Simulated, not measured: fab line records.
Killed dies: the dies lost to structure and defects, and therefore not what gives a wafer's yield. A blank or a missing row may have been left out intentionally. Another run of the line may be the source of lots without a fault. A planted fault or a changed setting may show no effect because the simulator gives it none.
Matching of chambers | flow gf180mcu | GF_V3_CMP_04 on cmp-01 has 4 sister chambers
The step polishes SiO2. 14 wafers are shown with their chamber, then 7 later ones without.

## WAFERS, EACH WITH ITS CHAMBER
wafer  | chamber | motor-current-A (A) | time-to-endpoint-s (s)
L814.2 | 2       | 11.4                | 87
L814.5 | 3       | 15.2                | 91
L814.6 | 2       | 11.5                | 93
L815.1 | 1       | 12.1                | 83
L815.2 | 0       | 12.4                | 90
L815.5 | 3       | 13.9                | 90
L816.1 | 0       | 11.9                | 83
L816.2 | 1       | 11.9                | 72
L816.3 | 3       | 13.5                | 83
L820.2 | 0       | 11.4                | 87
L820.3 | 1       | 12.1                | 80
L820.5 | 0       | 12.1                | 85
L830.3 | 2       | 11.3                | 88
L830.5 | 0       | 11.9                | 96

SIGNATURES, as means of the wafers listed above
reading            | chamber 0 | chamber 1 | chamber 2 | chamber 3 | scatter within a chamber
motor-current-A    | 11.940    | 12.033    | 11.400    | 14.200    | 0.465
time-to-endpoint-s | 88.20     | 78.33     | 89.33     | 88.00     | 4.76
Rule: a wafer's distance from a chamber is the root of the sum, over the readings, of the square of ((its reading less the chamber's mean) divided by the reading's scatter). The wafer belongs to the nearest chamber; if the next one is less than 2 further off, it can't be placed. The scatter: take each reading less its chamber's mean, square it, sum over the shown wafers, divide by the number of wafers less the number of chambers, and take the root.

## WAFERS WHOSE CHAMBER IS MISSING
wafer  | motor-current-A (A) | time-to-endpoint-s (s)
L830.6 | 12.3                | 87
L831.1 | 11.7                | 91
L831.2 | 12.1                | 90
L831.4 | 12.0                | 96
L834.1 | 12.0                | 89
L834.3 | 11.3                | 85
L834.6 | 13.9                | 91

## WHICH CHAMBER EACH ONE RAN IN
wafer  | from the rows above          | in truth
L830.6 | can't be placed: 0 or 1 or 2 | 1
L831.1 | can't be placed: 2 or 0      | 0
L831.2 | can't be placed: 0 or 2 or 1 | 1
L831.4 | can't be placed: 0 or 2      | 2
L834.1 | can't be placed: 0 or 2      | 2
L834.3 | can't be placed: 2 or 0 or 1 | 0
L834.6 | 3                            | 3
Correct placement for 1 of the 7. These rows do not allow placing 6 (true chamber among the candidates in 6). 0 placed wrongly.
